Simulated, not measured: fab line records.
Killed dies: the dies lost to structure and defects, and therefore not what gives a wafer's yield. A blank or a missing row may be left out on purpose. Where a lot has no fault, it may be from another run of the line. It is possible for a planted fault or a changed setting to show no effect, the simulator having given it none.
Code-filled problem report in 8D (eight disciplines) form	flow sky130	the parts of the form that need people (team, actions taken, sign-off) are left out

1. WHAT WENT WRONG
Wafers free of any fault read 377.7 (standard deviation 2.7) for PWDE_TW at SKY_PWDE_TW_MEAS_10, against a mean of 422.0 on 3 wafers of 3 lots. Relative to the usual mean, that is a shift of +16 standard deviations.
Seen first at day 4 12:24 on film metro-01, wafer L456.1. The record holds 35 wafers of 12 lots with a number at this step. By rule, "out" or "out of limits" means more than 4 standard deviations away from the usual mean. The rest of the wafers with a number are treated as sound.

2. WHAT IT IS, AND WHAT IT ISN'T
question	is	is not
which readings at this step	PWDE_TW	-
which lots	L456, L459, L460	L453, L454, L455, L468, L470, L471, L472, L473, L474
which wafers of those lots	L456.1, L459.1, L460.2	L456.5, L456.6, L459.3, L459.5, L460.6
read on which gauges	film metro-01, film metro-04	film metro-02
when	from day 4 12:24	up to then (11 sound wafers); but 21 sound wafers of L459, L460, L468, L470, L471, L472, L473, L474 came after

3. SUSPECTS, AND WHAT RULES EACH OUT
Counting: any tool at a process step up to the reading remains a suspect provided it ran every lot that is out. Sound lots after the first of them don't rule it out here, since some wafers of a struck lot are sound.
- the gauge at SKY_PWDE_TW_MEAS_10 is ruled out. The wafers that are out were read on 2 gauges (film metro-01, film metro-04).
- implanter-01 at SKY_PWDE_IMPLANT_08: kept. Every lot that is out went through it, the first being L456 (day 4 12:09); the last sound lot it ran before that was L455 (day 4 05:00). On those wafers its own readings are out: beam on s, faraday current uA.
The count leaves implanter-01 at SKY_PWDE_IMPLANT_08.

4. THE CAUSE (what the simulator had put in)
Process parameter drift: implanter-01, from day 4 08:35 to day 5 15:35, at SKY_PWDE_IMPLANT_08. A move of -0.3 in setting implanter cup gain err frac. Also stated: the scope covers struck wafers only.
Only this tool survived the counting.

5. THE CHAIN OF EFFECTS, in route order
Each row: a reading whose mean over the struck wafers that have a number lies more than 3 standard deviations from the usual. Scope: only readings with a usual standard deviation given in the record; hours: median across lots of the time from each lot's start at the first step in this table that gives one to its start at this step; sigmas: change in usual standard deviations.
hours	step	reading	usual	on struck wafers	change	sigmas
0	SKY_PWDE_IMPLANT_08	beam on s	10.02 s	14.39	+4.37	+21
0	SKY_PWDE_IMPLANT_08	faraday current uA	20.3	14.1	-6.2	-15
0	SKY_PWDE_TW_MEAS_10	PWDE_TW	377.7	422.0	+44.3	+16
39	SKY_NWELL_RS_MEAS_31	PWDE_RS	5277 ohm/sq	3996	-1281	-61
Process steps it contains:
- SKY_PWDE_IMPLANT_08

6. WHAT WOULD HAVE CAUGHT IT SOONER
Counted from the fault's start at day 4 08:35, it took 4 hours until the first out-of-limits reading at a measuring or inspecting step in this record, taken at day 4 12:24.
At SKY_PWDE_IMPLANT_08, the tool's own readings (beam on s, faraday current uA) were out on each struck wafer the step has a row for, so an alarm limit on them would have fired on the first such wafer.
L459, L460, from the lots that are out (3), started SKY_PWDE_IMPLANT_08 on implanter-01 later than day 4 12:24. A hold on the tool at that time would have spared those 2.
